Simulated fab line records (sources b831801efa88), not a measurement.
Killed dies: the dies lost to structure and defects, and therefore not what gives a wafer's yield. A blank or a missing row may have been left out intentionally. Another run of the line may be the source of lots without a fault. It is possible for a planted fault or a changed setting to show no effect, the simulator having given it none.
What tool caused it? | flow sky130 | Sampling: 24 lots, 72 wafers, 6 of 708 route steps

WHAT THE GAUGES READ, wafer by wafer
SKY_FIELD_ISO_THK_MEAS_04.
lot  | measured    | on            | FIELD_ISO_CVD_03_THK (nm)
L074 | day 1 19:41 | film-metro-01 | 166.4 165.0 164.9
L075 | day 2 03:17 | film-metro-03 | 163.5 163.4 164.2
L076 | day 2 03:17 | film-metro-01 | 167.0 169.1 167.5
L077 | day 2 07:21 | film-metro-03 | 166.2 166.3 166.7
L078 | day 2 12:57 | film-metro-02 | 163.6 163.3 163.5
L079 | day 2 17:22 | film-metro-01 | 164.4 164.9 165.5
L080 | day 2 23:01 | film-metro-01 | 166.0 165.6 166.5
L081 | day 3 05:23 | film-metro-01 | 167.2 165.0 166.6
L082 | day 3 10:05 | film-metro-03 | 164.5 164.8 164.0
L083 | day 3 12:55 | film-metro-02 | 163.8 161.0 161.8
L084 | day 3 18:32 | film-metro-03 | 162.8 163.0 162.2
L085 | day 3 21:40 | film-metro-03 | 164.4 164.3 164.3
L086 | day 4 01:46 | film-metro-01 | 162.0 163.4 163.3
L087 | day 4 07:28 | film-metro-02 | 166.5 167.5 166.5
L088 | day 4 16:26 | film-metro-03 | 169.2 170.2 169.8
L089 | day 4 19:17 | film-metro-01 | 167.2 166.5 167.0
L090 | day 4 22:07 | film-metro-01 | 164.7 166.4 167.1
L091 | day 5 03:58 | film-metro-01 | 167.6 167.9 166.9
L092 | day 5 07:52 | film-metro-02 | 167.7 167.8 168.2
L093 | day 5 12:29 | film-metro-02 | 162.6 162.7 161.9
L094 | day 5 17:29 | film-metro-03 | 167.6 166.7 166.3
L095 | day 5 23:21 | film-metro-02 | 166.4 166.3 167.6
L096 | day 6 03:46 | film-metro-03 | 162.8 163.9 162.7
L097 | day 6 10:50 | film-metro-01 | 167.6 167.9 166.7

SKY_FIELD_ISO_THK_MEAS_25.
lot  | measured    | on            | FIELD_ISO_CVD_24_THK (nm)
L074 | day 2 12:47 | film-metro-01 | 599 589 593
L075 | day 2 23:53 | film-metro-01 | 601 587 597
L076 | day 2 23:53 | film-metro-02 | 600 590 596
L077 | day 3 04:56 | film-metro-03 | 593 600 594
L078 | day 3 07:35 | film-metro-02 | 608 600 597
L079 | day 3 13:01 | film-metro-03 | 602 607 591
L080 | day 3 18:25 | film-metro-02 | 595 591 593
L081 | day 3 22:37 | film-metro-02 | 598 602 595
L082 | day 4 03:49 | film-metro-01 | 601 606 597
L083 | day 4 08:04 | film-metro-03 | 594 594 594
L084 | day 4 13:56 | film-metro-01 | 593 600 591
L085 | day 4 16:37 | film-metro-03 | 601 596 597
L086 | day 4 20:59 | film-metro-02 | 593 588 589
L087 | day 5 03:40 | film-metro-02 | 601 598 596
L088 | day 5 11:47 | film-metro-01 | 605 596 602
L089 | day 5 15:08 | film-metro-01 | 603 600 597
L090 | day 5 19:16 | film-metro-03 | 594 593 588
L091 | day 6 00:30 | film-metro-01 | 591 595 590
L092 | day 6 04:36 | film-metro-03 | 589 605 599
L093 | day 6 10:18 | film-metro-02 | 599 599 594
L094 | day 6 15:44 | film-metro-01 | 598 600 590
L095 | day 7 00:28 | film-metro-03 | 599 601 590
L096 | day 7 03:09 | film-metro-02 | 602 601 595
L097 | day 7 08:22 | film-metro-03 | 595 595 580

SKY_VT_ADJUST_PCH_TW_MEAS_10.
lot  | measured     | on            | VT_ADJUST_PCH_TW
L074 | day 11 01:40 | film-metro-04 | 142.3 142.3 142.3
L075 | day 11 14:04 | film-metro-04 | 141.7 141.4 142.6
L076 | day 11 15:00 | film-metro-03 | 145.9 146.1 145.6
L077 | day 11 20:37 | film-metro-03 | 145.3 145.4 145.6
L078 | day 11 21:56 | film-metro-01 | 143.2 142.4 143.1
L079 | day 12 06:42 | film-metro-04 | 142.2 142.4 142.0
L080 | day 12 11:47 | film-metro-03 | 145.2 144.5 145.0
L081 | day 12 15:44 | film-metro-03 | 143.1 144.8 144.6
L082 | day 13 06:16 | film-metro-04 | 141.8 142.3 141.3
L083 | day 13 07:11 | film-metro-03 | 145.4 145.1 145.2
L084 | day 13 14:20 | film-metro-01 | 142.1 142.6 143.2
L085 | day 13 18:44 | film-metro-03 | 145.7 145.6 145.1
L086 | day 14 10:10 | film-metro-04 | 142.1 140.9 142.8
L087 | day 14 13:14 | film-metro-03 | 144.8 145.1 144.9
L088 | day 14 20:21 | film-metro-04 | 141.5 141.7 141.9
L089 | day 15 05:04 | film-metro-03 | 145.2 145.2 145.1
L090 | day 15 14:07 | film-metro-04 | 142.3 142.0 142.3
L091 | day 15 15:32 | film-metro-03 | 145.0 145.7 145.0
L092 | day 15 21:54 | film-metro-01 | 142.0 142.6 142.5
L093 | day 16 13:14 | film-metro-01 | 142.2 141.7 142.7
L094 | day 16 23:42 | film-metro-01 | 141.6 142.8 142.4
L095 | day 17 04:33 | film-metro-03 | 144.3 145.5 144.9
L096 | day 17 09:22 | film-metro-03 | 144.5 144.9 146.0
L097 | day 17 12:48 | film-metro-03 | 145.0 144.3 144.9

SKY_LOCAL_INTERCONNECT_THK_MEAS_02: measures by xrf.
lot  | measured     | on            | LOCAL_INTERCONNECT_TIN_THK (nm)
L074 | day 30 00:25 | film-metro-02 | 97.9 99.2 97.6
L075 | day 30 15:53 | film-metro-02 | 100.5 98.8 100.3
L076 | day 30 14:11 | film-metro-02 | 99.0 98.6 99.6
L077 | day 31 00:22 | film-metro-04 | 99.6 101.0 99.7
L078 | day 31 03:01 | film-metro-02 | 97.8 98.5 99.1
L079 | day 31 11:55 | film-metro-02 | 100.4 97.9 99.5
L080 | day 31 14:00 | film-metro-02 | 99.9 99.0 99.0
L081 | day 31 21:00 | film-metro-04 | 99.1 98.4 99.8
L082 | day 32 10:29 | film-metro-04 | 101.2 99.2 100.0
L083 | day 32 11:25 | film-metro-04 | 98.4 98.2 98.6
L084 | day 32 16:28 | film-metro-04 | 101.6 101.8 101.4
L085 | day 32 21:29 | film-metro-02 | 99.0 97.9 96.8
L086 | day 33 15:07 | film-metro-02 | 99.7 100.1 100.2
L087 | day 33 19:38 | film-metro-02 | 100.4 98.4 99.1
L088 | day 34 04:44 | film-metro-02 | 99.9 99.6 100.8
L089 | day 34 03:32 | film-metro-04 | 99.3 97.3 97.9
L090 | day 35 08:40 | film-metro-01 | 98.5 99.2 100.5
L091 | day 35 09:59 | film-metro-04 | 100.3 99.9 100.8
L092 | day 35 05:02 | film-metro-01 | 99.1 98.4 99.5
L093 | day 35 13:17 | film-metro-02 | 99.3 98.9 98.0
L094 | day 35 21:05 | film-metro-04 | 101.2 100.0 100.0
L095 | day 35 23:29 | film-metro-01 | 99.0 96.1 98.8
L096 | day 36 05:05 | film-metro-04 | 98.7 100.7 100.7
L097 | day 36 06:45 | film-metro-01 | 100.9 100.4 101.6

SKY_VIA1_THK_MEAS_23: measures by xrf.
lot  | measured     | on            | VIA1_W_THK (nm)
L074 | day 34 16:33 | film-metro-03 | 272 264 274
L075 | day 35 10:50 | film-metro-04 | 268 267 266
L076 | day 35 07:17 | film-metro-01 | 264 271 271
L077 | day 35 15:05 | film-metro-03 | 265 266 263
L078 | day 35 18:00 | film-metro-01 | 261 267 265
L079 | day 36 02:53 | film-metro-04 | 275 273 267
L080 | day 36 05:50 | film-metro-03 | 264 265 263
L081 | day 36 10:08 | film-metro-01 | 269 275 266
L082 | day 36 23:10 | film-metro-01 | 261 264 258
L083 | day 37 02:43 | film-metro-03 | 262 267 268
L084 | day 37 06:29 | film-metro-04 | 276 266 272
L085 | day 37 11:09 | film-metro-01 | 264 266 263
L086 | day 38 02:20 | film-metro-04 | 270 270 281
L087 | day 38 08:43 | film-metro-01 | 270 268 269
L088 | day 38 17:38 | film-metro-03 | 266 267 269
L089 | day 38 14:44 | film-metro-03 | 263 264 266
L090 | day 39 19:05 | film-metro-03 | 275 266 263
L091 | day 39 19:56 | film-metro-03 | 269 269 268
L092 | day 39 16:58 | film-metro-03 | 266 271 262
L093 | day 39 23:07 | film-metro-01 | 266 268 262
L094 | day 40 07:14 | film-metro-01 | 278 265 274
L095 | day 40 10:10 | film-metro-04 | 276 277 264
L096 | day 40 14:07 | film-metro-01 | 271 274 276
L097 | day 40 16:26 | film-metro-01 | 273 270 267

WHAT TOOL EACH LOT RAN ON (gives the tool, then ch and the chambers of the sampled wafers, and finally the start)
lot  | SKY_CONTACT_CVD_00
L074 | pecvd-02 ch 0, day 31 04:46
L075 | pecvd-01 ch 1,2, day 31 20:29
L076 | pecvd-02 ch 1,2, day 31 18:23
L077 | pecvd-02 ch 0,1, day 32 04:16
L078 | pecvd-01 ch 0,2, day 32 07:23
L079 | pecvd-03 ch 0,2, day 32 15:21
L080 | pecvd-01 ch 0,1,2, day 32 17:45
L081 | pecvd-02 ch 0,1, day 33 00:07
L082 | pecvd-03 ch 0,2, day 33 13:59
L083 | pecvd-01 ch 0,1, day 33 15:10
L084 | pecvd-02 ch 1,2, day 33 19:49
L085 | pecvd-02 ch 0,2, day 34 00:01
L086 | pecvd-03 ch 0, day 34 17:41
L087 | pecvd-03 ch 0,2, day 34 22:22
L088 | pecvd-03 ch 0,2, day 35 07:52
L089 | pecvd-01 ch 0,1,2, day 35 06:40
L090 | pecvd-03 ch 0,2, day 36 10:48
L091 | pecvd-02 ch 0,1,2, day 36 13:14
L092 | pecvd-01 ch 0,1,2, day 36 07:16
L093 | pecvd-03 ch 0,2, day 36 15:44
L094 | pecvd-01 ch 1,2, day 36 23:38
L095 | pecvd-02 ch 0,1,2, day 37 02:47
L096 | pecvd-02 ch 0,1,2, day 37 07:31
L097 | pecvd-03 ch 2, day 37 09:33
- SKY_CONTACT_CVD_00: deposits Si3N4, target thk 75 nm.

AS READ BY THE TOOLS THEMSELVES (means over the sampled wafers that have a number; for cases with no such wafer, the mark the record gives instead)
SKY_CONTACT_CVD_00.
lot  | tool     | heater-power-w (W)
L074 | pecvd-02 | 712
L075 | pecvd-01 | 757
L076 | pecvd-02 | 708
L077 | pecvd-02 | 734
L078 | pecvd-01 | 767
L079 | pecvd-03 | 604
L080 | pecvd-01 | 770
L081 | pecvd-02 | 748
L082 | pecvd-03 | 627
L083 | pecvd-01 | 734
L084 | pecvd-02 | 806
L085 | pecvd-02 | 737
L086 | pecvd-03 | 607
L087 | pecvd-03 | 650
L088 | pecvd-03 | 654
L089 | pecvd-01 | 814
L090 | pecvd-03 | 546
L091 | pecvd-02 | 718
L092 | pecvd-01 | 789
L093 | pecvd-03 | 630
L094 | pecvd-01 | 726
L095 | pecvd-02 | 751
L096 | pecvd-02 | 779
L097 | pecvd-03 | 644

THE ANSWER, worked out from the rows above alone
Rule: the lots themselves supply what counts as usual. The widest of any qualifying gaps counts: lots, ordered by their means at a reading, are off when they make up no more than a third of the lots, leave a main group of 4 or more, and stand apart from it by 3 or more times the standard deviation of that group's means. If all means in a main group match to the digits the tables above print for the reading, that group is not used. A lot without any number at a reading at which 4 lots or more have one is off too. The other lots that the step has rows for count as sound. After the gauges, taken in route order, come the tools' own readings; for these a lot's mean is taken, as printed above. The first step at which some lot is off is used, and at that step the reading that is off furthest; a lot without a number counts as furthest.
None of the lots is off at any reading shown; this tells nothing.

WHAT THE SIMULATOR HAD INSERTED
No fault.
